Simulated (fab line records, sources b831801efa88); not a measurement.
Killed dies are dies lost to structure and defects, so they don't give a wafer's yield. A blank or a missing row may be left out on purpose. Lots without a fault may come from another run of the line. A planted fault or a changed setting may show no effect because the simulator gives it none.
Chamber matching | flow gf180mcu | GF_POLY_GATE_ETCH_13 on rie_si-02: 4 sister chambers
The step etches poly-Si in HBr/Cl2, stops on SiO2, target depth 198.5 nm, time 69.6 s. 18 wafers are shown with their chamber, then 9 later ones without.

WAFERS WITH THEIR CHAMBER
wafer  | chamber | drypump_motor_current_A (A) | rf_fwd_power_W (W) | oes_product_au (a.u.)
L987.1 | 2       | 5.8                         | 397.3              | 0.983
L987.2 | 3       | 5.9                         | 396.2              | 0.995
L987.5 | 1       | 5.3                         | 397.6              | 0.981
L994.2 | 0       | 5.4                         | 399.8              | 0.995
L994.3 | 3       | 5.9                         | 395.2              | 0.981
L994.6 | 2       | 5.8                         | 398.4              | 0.993
L101.1 | 2       | 5.8                         | 396.9              | 0.980
L101.4 | 0       | 5.5                         | 397.6              | 0.992
L101.6 | 1       | 5.3                         | 395.5              | 0.975
L104.3 | 2       | 5.8                         | 401.0              | 0.992
L104.5 | 1       | 5.3                         | 396.7              | 0.984
L104.6 | 0       | 5.4                         | 396.7              | 0.996
L105.1 | 3       | 5.9                         | 396.0              | 0.994
L105.3 | 0       | 5.5                         | 396.9              | 1.003
L105.4 | 1       | 5.3                         | 396.5              | 0.988
L106.2 | 3       | 5.9                         | 395.2              | 0.983
L106.3 | 2       | 5.8                         | 397.9              | 0.984
L106.4 | 0       | 5.5                         | 397.9              | 0.991

SIGNATURES (means of the wafers above)
reading                 | chamber 0 | chamber 1 | chamber 2 | chamber 3 | scatter within a chamber
drypump_motor_current_A | 5.460     | 5.300     | 5.800     | 5.900     | 0.0293
rf_fwd_power_W          | 397.780   | 396.575   | 398.300   | 395.650   | 1.18
oes_product_au          | 0.99540   | 0.98200   | 0.98640   | 0.98825   | 0.0058
Rule: a wafer's distance from a chamber is the root of the sum, over the readings, of the square of ((its reading less the chamber's mean) divided by the reading's scatter). The wafer belongs to the nearest chamber; if the next one is less than 2 further off, it can't be placed. The scatter: the root of (the sum of the squares of (reading less its chamber's mean) over the shown wafers, divided by (wafers less chambers)).

WAFERS WITHOUT THEIR CHAMBER
wafer  | drypump_motor_current_A (A) | rf_fwd_power_W (W) | oes_product_au (a.u.)
L107.1 | 5.2                         | 397.4              | 0.984
L107.2 | 5.9                         | 397.2              | 0.980
L107.5 | 5.5                         | 398.0              | 0.998
L108.2 | 5.5                         | 397.2              | 0.987
L108.3 | 5.3                         | 395.9              | 0.972
L108.6 | 5.3                         | 398.1              | 0.976
L109.1 | 5.8                         | 398.1              | 0.980
L109.4 | 5.5                         | 398.3              | 0.995
L109.6 | 5.5                         | 395.9              | 0.989

WHICH CHAMBER EACH WENT THROUGH
wafer  | from the rows above     | in truth
L107.1 | 1                       | 1
L107.2 | can't be placed: 3 or 2 | 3
L107.5 | 0                       | 0
L108.2 | 0                       | 0
L108.3 | 1                       | 1
L108.6 | 1                       | 1
L109.1 | 2                       | 2
L109.4 | 0                       | 0
L109.6 | 0                       | 0
Placed correctly: 8 of 9. Can't be placed from these rows: 1 (the true chamber is among the candidates in 1). Placed wrongly: 0.
